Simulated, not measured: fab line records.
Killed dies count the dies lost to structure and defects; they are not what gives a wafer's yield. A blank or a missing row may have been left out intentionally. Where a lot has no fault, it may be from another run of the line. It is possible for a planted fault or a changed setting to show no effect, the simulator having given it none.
Chamber matching ; flow sky130 ; cmp-02 running SKY_VIA1_CMP_02: 4 sister chambers
The step polishes SiO2. 4 wafers are shown with their chamber, then 12 later ones without.

WAFERS PAIRED WITH THEIR CHAMBERS
wafer;chamber;motor current A (A)
L088.1;1;11.6
L088.6;0;12.4
L089.5;2;12.5
L089.6;3;12.8

WAFERS WITHOUT THEIR CHAMBER
wafer;motor current A (A)
L090.1;11.6
L090.2;13.1
L090.6;13.5
L091.1;12.4
L091.2;13.9
L091.5;11.5
L092.1;12.0
L092.2;12.3
L092.6;12.0
L097.2;14.1
L097.3;12.5
L097.4;12.2

WHICH CHAMBER EACH WENT THROUGH
wafer;from the rows above;in truth
L090.1;can't be placed: 1 or 0 or 2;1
L090.2;can't be placed: 3 or 2 or 0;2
L090.6;can't be placed: 3 or 2 or 0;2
L091.1;can't be placed: 0 or 2 or 3 or 1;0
L091.2;can't be placed: 3 or 2 or 0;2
L091.5;can't be placed: 1 or 0 or 2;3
L092.1;can't be placed: 0 or 1 or 2 or 3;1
L092.2;can't be placed: 0 or 2 or 3 or 1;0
L092.6;can't be placed: 0 or 1 or 2 or 3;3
L097.2;can't be placed: 3 or 2 or 0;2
L097.3;can't be placed: 2 or 0 or 3 or 1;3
L097.4;can't be placed: 0 or 2 or 1 or 3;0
0 of 12 placed correctly. Unplaceable from these rows: 12, with the true chamber sitting among the candidates in 11. Wrongly placed: 0.
How it was worked out, from the rows above alone: a wafer's distance from a chamber is the root of the sum, over the readings, of the square of ((its reading less the chamber's mean) divided by the reading's scatter). If the next closest chamber is less than 2 further off than the closest, the wafer can't be placed; otherwise it belongs to the closest. A chamber's mean is the mean of its shown wafers. The scatter: root of mean squared gap, hidden wafer to nearest shown wafer, with one shown wafer a chamber.
